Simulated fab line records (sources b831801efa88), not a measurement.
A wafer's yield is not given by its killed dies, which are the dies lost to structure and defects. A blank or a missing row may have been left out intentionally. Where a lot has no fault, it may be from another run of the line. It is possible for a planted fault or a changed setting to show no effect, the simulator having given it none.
Which tool was responsible? :: flow gf180mcu :: Sampling: 24 lots, 72 wafers, 5 of 602 route steps

## WHAT THE GAUGES SHOWED, per wafer
GF_V4_THK_MEAS_03.
lot: L074
measured: day 23 11:53
on: film_metro-04
V4_CVD_02_THK (nm): 840 848 853

lot: L075
measured: day 23 20:23
on: film_metro-04
V4_CVD_02_THK (nm): 844 840 858

lot: L076
measured: day 24 10:28
on: film_metro-01
V4_CVD_02_THK (nm): 842 858 854

lot: L077
measured: day 24 19:06
on: film_metro-03
V4_CVD_02_THK (nm): 844 843 861

lot: L079
measured: day 25 05:59
on: film_metro-03
V4_CVD_02_THK (nm): 841 838 856

lot: L078
measured: day 25 08:46
on: film_metro-04
V4_CVD_02_THK (nm): 837 843 844

lot: L080
measured: day 25 19:23
on: film_metro-03
V4_CVD_02_THK (nm): 843 845 868

lot: L081
measured: day 25 22:23
on: film_metro-01
V4_CVD_02_THK (nm): 859 857 870

lot: L082
measured: day 26 03:56
on: film_metro-03
V4_CVD_02_THK (nm): 844 847 874

lot: L083
measured: day 26 11:47
on: film_metro-01
V4_CVD_02_THK (nm): 845 858 857

lot: L084
measured: day 27 00:44
on: film_metro-04
V4_CVD_02_THK (nm): 838 857 851

lot: L085
measured: day 27 08:00
on: film_metro-01
V4_CVD_02_THK (nm): 882 858 864

lot: L086
measured: day 27 11:25
on: film_metro-01
V4_CVD_02_THK (nm): 831 840 852

lot: L087
measured: day 27 21:19
on: film_metro-01
V4_CVD_02_THK (nm): 831 824 847

lot: L088
measured: day 28 05:01
on: film_metro-03
V4_CVD_02_THK (nm): 855 855 859

lot: L089
measured: day 28 09:04
on: film_metro-04
V4_CVD_02_THK (nm): 839 837 839

lot: L090
measured: day 28 16:05
on: film_metro-03
V4_CVD_02_THK (nm): 859 869 866

lot: L091
measured: day 29 04:28
on: film_metro-03
V4_CVD_02_THK (nm): 833 849 847

lot: L092
measured: day 29 08:05
on: film_metro-04
V4_CVD_02_THK (nm): 838 851 843

lot: L093
measured: day 29 14:43
on: film_metro-03
V4_CVD_02_THK (nm): 846 840 852

lot: L094
measured: day 29 20:45
on: film_metro-04
V4_CVD_02_THK (nm): 829 838 830

lot: L095
measured: day 30 03:09
on: film_metro-01
V4_CVD_02_THK (nm): 831 839 846

lot: L096
measured: day 30 15:07
on: film_metro-03
V4_CVD_02_THK (nm): 851 856 863

lot: L097
measured: day 30 18:59
on: film_metro-03
V4_CVD_02_THK (nm): 835 837 860

GF_MIM_THK_MEAS_06.
lot: L074
measured: day 24 12:55
on: film_metro-01
MIM_CVD_05_THK (nm): 42.2 42.0 42.1

lot: L075
measured: day 24 21:17
on: film_metro-04
MIM_CVD_05_THK (nm): 41.5 41.6 42.7

lot: L076
measured: day 25 09:58
on: film_metro-04
MIM_CVD_05_THK (nm): 41.9 42.0 42.9

lot: L077
measured: day 25 19:01
on: film_metro-02
MIM_CVD_05_THK (nm): 41.8 41.8 42.2

lot: L079
measured: day 26 05:09
on: film_metro-02
MIM_CVD_05_THK (nm): 42.5 42.3 43.1

lot: L078
measured: day 26 08:13
on: film_metro-01
MIM_CVD_05_THK (nm): 42.0 42.6 42.3

lot: L080
measured: day 26 19:19
on: film_metro-04
MIM_CVD_05_THK (nm): 42.1 42.0 42.9

lot: L081
measured: day 26 21:45
on: film_metro-04
MIM_CVD_05_THK (nm): 42.6 42.4 42.6

lot: L082
measured: day 27 03:18
on: film_metro-02
MIM_CVD_05_THK (nm): 41.4 41.9 42.7

lot: L083
measured: day 27 11:11
on: film_metro-02
MIM_CVD_05_THK (nm): 41.5 42.5 42.3

lot: L084
measured: day 27 22:31
on: film_metro-04
MIM_CVD_05_THK (nm): 42.1 42.7 42.8

lot: L085
measured: day 28 06:18
on: film_metro-04
MIM_CVD_05_THK (nm): 42.7 41.8 41.9

lot: L086
measured: day 28 09:29
on: film_metro-02
MIM_CVD_05_THK (nm): 42.5 43.3 42.8

lot: L087
measured: day 28 19:10
on: film_metro-04
MIM_CVD_05_THK (nm): 40.9 41.2 42.2

lot: L088
measured: day 29 03:12
on: film_metro-01
MIM_CVD_05_THK (nm): 42.1 42.7 42.9

lot: L089
measured: day 29 06:48
on: film_metro-04
MIM_CVD_05_THK (nm): 42.1 42.3 42.8

lot: L090
measured: day 29 13:43
on: film_metro-04
MIM_CVD_05_THK (nm): 42.1 42.6 42.5

lot: L091
measured: day 30 01:05
on: film_metro-01
MIM_CVD_05_THK (nm): 42.0 42.9 42.6

lot: L092
measured: day 30 05:08
on: film_metro-01
MIM_CVD_05_THK (nm): 42.6 42.9 42.8

lot: L093
measured: day 30 12:04
on: film_metro-02
MIM_CVD_05_THK (nm): 41.6 40.9 41.9

lot: L094
measured: day 30 17:49
on: film_metro-02
MIM_CVD_05_THK (nm): 40.9 42.1 41.8

lot: L095
measured: day 31 00:07
on: film_metro-02
MIM_CVD_05_THK (nm): 42.0 41.6 42.2

lot: L096
measured: day 31 12:28
on: film_metro-04
MIM_CVD_05_THK (nm): 42.4 42.1 42.6

lot: L097
measured: day 31 15:39
on: film_metro-02
MIM_CVD_05_THK (nm): 41.8 41.3 42.5

## EACH LOT AND THE TOOL THAT RAN IT (in order: tool; ch and the chambers of the sampled wafers; start)
lot: L074
GF_V2_SPUTTER_21: pvd_sputter-04, day 20 08:19
GF_MIM_SPUTTER_02: pvd_sputter-03, day 24 12:46
GF_MIM_SPUTTER_03: pvd_sputter-03, day 24 12:48

lot: L075
GF_V2_SPUTTER_21: pvd_sputter-04, day 20 18:30
GF_MIM_SPUTTER_02: pvd_sputter-02, day 24 21:10
GF_MIM_SPUTTER_03: pvd_sputter-02, day 24 21:12

lot: L076
GF_V2_SPUTTER_21: pvd_sputter-04, day 21 07:48
GF_MIM_SPUTTER_02: pvd_sputter-03, day 25 09:50
GF_MIM_SPUTTER_03: pvd_sputter-03, day 25 09:52

lot: L077
GF_V2_SPUTTER_21: pvd_sputter-01, day 21 17:36
GF_MIM_SPUTTER_02: pvd_sputter-02, day 25 18:53
GF_MIM_SPUTTER_03: pvd_sputter-02, day 25 18:55

lot: L079
GF_V2_SPUTTER_21: pvd_sputter-04, day 22 05:33
GF_MIM_SPUTTER_02: pvd_sputter-04, day 26 05:01
GF_MIM_SPUTTER_03: pvd_sputter-04, day 26 05:03

lot: L078
GF_V2_SPUTTER_21: pvd_sputter-01, day 22 07:47
GF_MIM_SPUTTER_02: pvd_sputter-02, day 26 08:05
GF_MIM_SPUTTER_03: pvd_sputter-02, day 26 08:07

lot: L080
GF_V2_SPUTTER_21: pvd_sputter-01, day 22 20:32
GF_MIM_SPUTTER_02: pvd_sputter-02, day 26 19:11
GF_MIM_SPUTTER_03: pvd_sputter-02, day 26 19:13

lot: L081
GF_V2_SPUTTER_21: pvd_sputter-03, day 23 00:32
GF_MIM_SPUTTER_02: pvd_sputter-02, day 26 21:37
GF_MIM_SPUTTER_03: pvd_sputter-02, day 26 21:39

lot: L082
GF_V2_SPUTTER_21: pvd_sputter-04, day 23 04:23
GF_MIM_SPUTTER_02: pvd_sputter-02, day 27 03:10
GF_MIM_SPUTTER_03: pvd_sputter-02, day 27 03:12

lot: L083
GF_V2_SPUTTER_21: pvd_sputter-03, day 23 13:32
GF_MIM_SPUTTER_02: pvd_sputter-03, day 27 11:03
GF_MIM_SPUTTER_03: pvd_sputter-03, day 27 11:05

lot: L084
GF_V2_SPUTTER_21: pvd_sputter-03, day 24 02:59
GF_MIM_SPUTTER_02: pvd_sputter-03, day 27 22:22
GF_MIM_SPUTTER_03: pvd_sputter-03, day 27 22:24

lot: L085
GF_V2_SPUTTER_21: pvd_sputter-04, day 24 11:40
GF_MIM_SPUTTER_02: pvd_sputter-04, day 28 06:08
GF_MIM_SPUTTER_03: pvd_sputter-04, day 28 06:10

lot: L086
GF_V2_SPUTTER_21: pvd_sputter-03, day 24 14:29
GF_MIM_SPUTTER_02: pvd_sputter-02, day 28 09:21
GF_MIM_SPUTTER_03: pvd_sputter-02, day 28 09:23

lot: L087
GF_V2_SPUTTER_21: pvd_sputter-04, day 25 03:02
GF_MIM_SPUTTER_02: pvd_sputter-03, day 28 19:02
GF_MIM_SPUTTER_03: pvd_sputter-03, day 28 19:04

lot: L088
GF_V2_SPUTTER_21: pvd_sputter-04, day 25 09:59
GF_MIM_SPUTTER_02: pvd_sputter-04, day 29 03:04
GF_MIM_SPUTTER_03: pvd_sputter-04, day 29 03:06

lot: L089
GF_V2_SPUTTER_21: pvd_sputter-04, day 25 14:45
GF_MIM_SPUTTER_02: pvd_sputter-02, day 29 06:40
GF_MIM_SPUTTER_03: pvd_sputter-02, day 29 06:41

lot: L090
GF_V2_SPUTTER_21: pvd_sputter-04, day 25 22:11
GF_MIM_SPUTTER_02: pvd_sputter-03, day 29 13:34
GF_MIM_SPUTTER_03: pvd_sputter-03, day 29 13:35

lot: L091
GF_V2_SPUTTER_21: pvd_sputter-03, day 26 11:16
GF_MIM_SPUTTER_02: pvd_sputter-03, day 30 00:57
GF_MIM_SPUTTER_03: pvd_sputter-03, day 30 00:59

lot: L092
GF_V2_SPUTTER_21: pvd_sputter-04, day 26 16:06
GF_MIM_SPUTTER_02: pvd_sputter-03, day 30 05:01
GF_MIM_SPUTTER_03: pvd_sputter-03, day 30 05:02

lot: L093
GF_V2_SPUTTER_21: pvd_sputter-04, day 26 21:46
GF_MIM_SPUTTER_02: pvd_sputter-04, day 30 11:56
GF_MIM_SPUTTER_03: pvd_sputter-04, day 30 11:58

lot: L094
GF_V2_SPUTTER_21: pvd_sputter-03, day 27 05:55
GF_MIM_SPUTTER_02: pvd_sputter-03, day 30 17:40
GF_MIM_SPUTTER_03: pvd_sputter-03, day 30 17:42

lot: L095
GF_V2_SPUTTER_21: pvd_sputter-04, day 27 11:49
GF_MIM_SPUTTER_02: pvd_sputter-03, day 30 23:59
GF_MIM_SPUTTER_03: pvd_sputter-03, day 31 00:01

lot: L096
GF_V2_SPUTTER_21: pvd_sputter-04, day 27 23:44
GF_MIM_SPUTTER_02: pvd_sputter-04, day 31 12:20
GF_MIM_SPUTTER_03: pvd_sputter-04, day 31 12:22

lot: L097
GF_V2_SPUTTER_21: pvd_sputter-04, day 28 04:39
GF_MIM_SPUTTER_02: pvd_sputter-02, day 31 15:31
GF_MIM_SPUTTER_03: pvd_sputter-02, day 31 15:32
- GF_V2_SPUTTER_21: material Ti, target thk 15 nm, time 80.02 s.
- GF_MIM_SPUTTER_02: material AlCu, target thk 450 nm, time 23.9 s.
- GF_MIM_SPUTTER_03: material Ti, target thk 10 nm, time 6.7 s.

## WHAT THE TOOLS THEMSELVES READ (means of the sampled wafers that have a number; where no wafer has one, the mark that the record gives instead)
GF_V2_SPUTTER_21.
lot: L074
tool: pvd_sputter-04
throttle_valve_pct (%): 30.4

lot: L075
tool: pvd_sputter-04
throttle_valve_pct (%): 30.0

lot: L076
tool: pvd_sputter-04
throttle_valve_pct (%): 30.3

lot: L077
tool: pvd_sputter-01
throttle_valve_pct (%): 29.3

lot: L079
tool: pvd_sputter-04
throttle_valve_pct (%): 30.9

lot: L078
tool: pvd_sputter-01
throttle_valve_pct (%): 29.7

lot: L080
tool: pvd_sputter-01
throttle_valve_pct (%): 28.0

lot: L081
tool: pvd_sputter-03
throttle_valve_pct (%): 30.4

lot: L082
tool: pvd_sputter-04
throttle_valve_pct (%): 30.9

lot: L083
tool: pvd_sputter-03
throttle_valve_pct (%): 30.9

lot: L084
tool: pvd_sputter-03
throttle_valve_pct (%): 30.3

lot: L085
tool: pvd_sputter-04
throttle_valve_pct (%): 29.8

lot: L086
tool: pvd_sputter-03
throttle_valve_pct (%): 30.7

lot: L087
tool: pvd_sputter-04
throttle_valve_pct (%): 30.2

lot: L088
tool: pvd_sputter-04
throttle_valve_pct (%): 30.4

lot: L089
tool: pvd_sputter-04
throttle_valve_pct (%): 31.2

lot: L090
tool: pvd_sputter-04
throttle_valve_pct (%): 30.0

lot: L091
tool: pvd_sputter-03
throttle_valve_pct (%): 31.0

lot: L092
tool: pvd_sputter-04
throttle_valve_pct (%): 31.3

lot: L093
tool: pvd_sputter-04
throttle_valve_pct (%): 30.6

lot: L094
tool: pvd_sputter-03
throttle_valve_pct (%): 30.1

lot: L095
tool: pvd_sputter-04
throttle_valve_pct (%): 31.1

lot: L096
tool: pvd_sputter-04
throttle_valve_pct (%): 31.0

lot: L097
tool: pvd_sputter-04
throttle_valve_pct (%): 30.0

GF_MIM_SPUTTER_02.
lot: L074
tool: pvd_sputter-03
throttle_valve_pct (%): 30.7

lot: L075
tool: pvd_sputter-02
throttle_valve_pct (%): 30.4

lot: L076
tool: pvd_sputter-03
throttle_valve_pct (%): 30.5

lot: L077
tool: pvd_sputter-02
throttle_valve_pct (%): 31.5

lot: L079
tool: pvd_sputter-04
throttle_valve_pct (%): 29.9

lot: L078
tool: pvd_sputter-02
throttle_valve_pct (%): 30.0

lot: L080
tool: pvd_sputter-02
throttle_valve_pct (%): 30.7

lot: L081
tool: pvd_sputter-02
throttle_valve_pct (%): 31.3

lot: L082
tool: pvd_sputter-02
throttle_valve_pct (%): 30.1

lot: L083
tool: pvd_sputter-03
throttle_valve_pct (%): 30.0

lot: L084
tool: pvd_sputter-03
throttle_valve_pct (%): 30.9

lot: L085
tool: pvd_sputter-04
throttle_valve_pct (%): 30.3

lot: L086
tool: pvd_sputter-02
throttle_valve_pct (%): 29.0

lot: L087
tool: pvd_sputter-03
throttle_valve_pct (%): 30.6

lot: L088
tool: pvd_sputter-04
throttle_valve_pct (%): 31.2

lot: L089
tool: pvd_sputter-02
throttle_valve_pct (%): 30.4

lot: L090
tool: pvd_sputter-03
throttle_valve_pct (%): 30.3

lot: L091
tool: pvd_sputter-03
throttle_valve_pct (%): 30.0

lot: L092
tool: pvd_sputter-03
throttle_valve_pct (%): 30.5

lot: L093
tool: pvd_sputter-04
throttle_valve_pct (%): 30.0

lot: L094
tool: pvd_sputter-03
throttle_valve_pct (%): 30.2

lot: L095
tool: pvd_sputter-03
throttle_valve_pct (%): 30.6

lot: L096
tool: pvd_sputter-04
throttle_valve_pct (%): 29.9

lot: L097
tool: pvd_sputter-02
throttle_valve_pct (%): 30.4

GF_MIM_SPUTTER_03.
lot: L074
tool: pvd_sputter-03
throttle_valve_pct (%): 30.6

lot: L075
tool: pvd_sputter-02
throttle_valve_pct (%): 30.5

lot: L076
tool: pvd_sputter-03
throttle_valve_pct (%): 30.6

lot: L077
tool: pvd_sputter-02
throttle_valve_pct (%): 31.6

lot: L079
tool: pvd_sputter-04
throttle_valve_pct (%): 29.7

lot: L078
tool: pvd_sputter-02
throttle_valve_pct (%): 30.1

lot: L080
tool: pvd_sputter-02
throttle_valve_pct (%): 30.5

lot: L081
tool: pvd_sputter-02
throttle_valve_pct (%): 31.5

lot: L082
tool: pvd_sputter-02
throttle_valve_pct (%): 30.1

lot: L083
tool: pvd_sputter-03
throttle_valve_pct (%): 30.0

lot: L084
tool: pvd_sputter-03
throttle_valve_pct (%): 30.9

lot: L085
tool: pvd_sputter-04
throttle_valve_pct (%): 30.2

lot: L086
tool: pvd_sputter-02
throttle_valve_pct (%): 29.1

lot: L087
tool: pvd_sputter-03
throttle_valve_pct (%): 30.5

lot: L088
tool: pvd_sputter-04
throttle_valve_pct (%): 31.1

lot: L089
tool: pvd_sputter-02
throttle_valve_pct (%): 30.3

lot: L090
tool: pvd_sputter-03
throttle_valve_pct (%): 30.1

lot: L091
tool: pvd_sputter-03
throttle_valve_pct (%): 30.2

lot: L092
tool: pvd_sputter-03
throttle_valve_pct (%): 30.5

lot: L093
tool: pvd_sputter-04
throttle_valve_pct (%): 29.9

lot: L094
tool: pvd_sputter-03
throttle_valve_pct (%): 30.1

lot: L095
tool: pvd_sputter-03
throttle_valve_pct (%): 30.6

lot: L096
tool: pvd_sputter-04
throttle_valve_pct (%): 30.2

lot: L097
tool: pvd_sputter-02
throttle_valve_pct (%): 30.5

## THE ANSWER, worked out from the rows above alone
Rule: what is usual is taken from the lots themselves. The widest of any qualifying gaps counts: lots, ordered by their means at a reading, are off when they make up no more than a third of the lots, leave a main group of 4 or more, and stand apart from it by 3 or more times the standard deviation of that group's means. If all means in a main group match to the digits the tables above print for the reading, that group is not used. A lot without any number at a reading at which 4 lots or more have one is off too. Any other lot the step has rows for is counted as sound. First the gauges in route order, then the tools' own readings, where a lot's mean is used as printed above. At the first step where some lot is off, the reading lying furthest off is the one used; lots without a number count as furthest.
No lot is off on any of the readings shown, so nothing can be concluded from this.

## WHAT THE SIMULATOR HAD INSERTED
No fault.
